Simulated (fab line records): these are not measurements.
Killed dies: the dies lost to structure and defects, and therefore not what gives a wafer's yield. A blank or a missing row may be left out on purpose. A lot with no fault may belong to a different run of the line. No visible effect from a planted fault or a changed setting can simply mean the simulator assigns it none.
Code-filled problem report in 8D (eight disciplines) form	flow gf180mcu	the parts of the form that need people (team, actions taken, sign-off) are left out

## 1. WHAT WENT WRONG
MIM_ALCU_RS at GF_MIM_RS_MEAS_10 reads a mean of 0.1816 ohm/sq on 1 wafer of 1 lot; wafers without a fault read 0.1601 ohm/sq with a standard deviation of 0.0023. Measured from the usual mean, that is +9.3 standard deviations.
The step: measures by four-point-probe.
Earliest sighting: wafer L696.4 on filmMetro-01 at day 28 09:27. At this step, 33 wafers from 11 lots have a number in the record. Rule for "out", or "out of limits": more than 4 standard deviations from the usual mean. All remaining wafers that have a number are taken as sound.

## 2. WHAT IT IS, AND WHAT IT ISN'T
question	is	is not
which readings at this step	MIM_ALCU_RS	-
which lots	L696	L685, L686, L690, L691, L692, L693, L703, L704, L705, L707
which wafers of those lots	L696.4	L696.1, L696.2
read on which gauges	filmMetro-01	filmMetro-04
when	from day 28 09:27	up to then (20 sound wafers); but 12 sound wafers of L703, L704, L705, L707 came after

## 3. SUSPECTS, AND WHAT RULES EACH OUT
Counting: if a tool at a process step up to the reading ran every lot that is out, it stays a suspect. Sound lots after the first of them don't rule it out here, since some wafers of a struck lot are sound.
- the gauge at GF_MIM_RS_MEAS_10 is ruled out. All the wafers that are out were read on filmMetro-01, but those of them that GF_MIM_METAL_ETCH_19 has rows for are out there too, on other tools.
- pvdSputter-01 at GF_MIM_SPUTTER_01 (material TiN, target thk 30 nm, time 25 s): kept. It processed L696, the lot that is out, at day 28 09:07, and its most recent sound lot before then was L692 at day 27 01:38.
- pvdSputter-01 at GF_MIM_SPUTTER_02 (material AlCu, target thk 450 nm, time 23.9 s): kept. It processed L696, the lot that is out, at day 28 09:09, and its most recent sound lot before then was L692 at day 27 01:40.
- pvdSputter-04 at GF_MIM_SPUTTER_08 (material AlCu, target thk 200 nm, time 10.6 s): kept. It processed L696, the lot that is out, at day 28 09:23, and its most recent sound lot before then was L693 at day 27 10:05.
Left after counting: pvdSputter-01 at GF_MIM_SPUTTER_01, pvdSputter-01 at GF_MIM_SPUTTER_02, pvdSputter-04 at GF_MIM_SPUTTER_08.

## 4. THE CAUSE (what the simulator had put in)
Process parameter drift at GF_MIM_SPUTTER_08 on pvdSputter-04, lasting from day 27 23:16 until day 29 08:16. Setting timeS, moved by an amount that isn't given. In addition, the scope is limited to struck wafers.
Counting left 3 suspects, and this tool is among them.

## 5. SEQUENCE OF EFFECTS, ordered by route
One row per reading whose mean, taken over the struck wafers that have a number, lies over 3 standard deviations from the usual. Only readings whose record carries a usual standard deviation are examined. hours: median over the lots of the time between each lot's start at the first step of this table that gives one and its start at this step. sigmas: the change, counted in usual standard deviations.
hours	step	reading	usual	on struck wafers	change	sigmas
0	GF_MIM_RS_MEAS_10	MIM_ALCU_RS	0.1601 ohm/sq	0.1816	+0.0215	+9.3
0	GF_MIM_THK_MEAS_11	MIM_ALCU_THK	200 nm	176	-24	-7.7
19	GF_MIM_METAL_ETCH_19	oesProductAu	0.943 a.u.	0.895	-0.048	-6.7
19	GF_MIM_METAL_ETCH_19	throttleValvePct	28.282 %	28.340	+0.058	+5.3
It contains these process steps:
- GF_MIM_METAL_ETCH_19: etches the open film in Cl2/BCl3, stops on Si3N4, target depth 324.5 nm, time 54.1 s.

## 6. HOW IT WOULD HAVE BEEN CAUGHT EARLIER
10 hours passed between the start of the fault at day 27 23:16 and the first reading out of limits at a measuring or inspecting step in this record, taken at day 28 09:27.
No tool reading at GF_MIM_SPUTTER_08 that has a usual standard deviation in the record was out on any struck wafer, so an alarm limit of 4 standard deviations on those readings would not have fired.
Lots out: 1; all had begun GF_MIM_SPUTTER_08 on pvdSputter-04 by day 28 09:27. Holding the tool at that point would not have protected any of them.
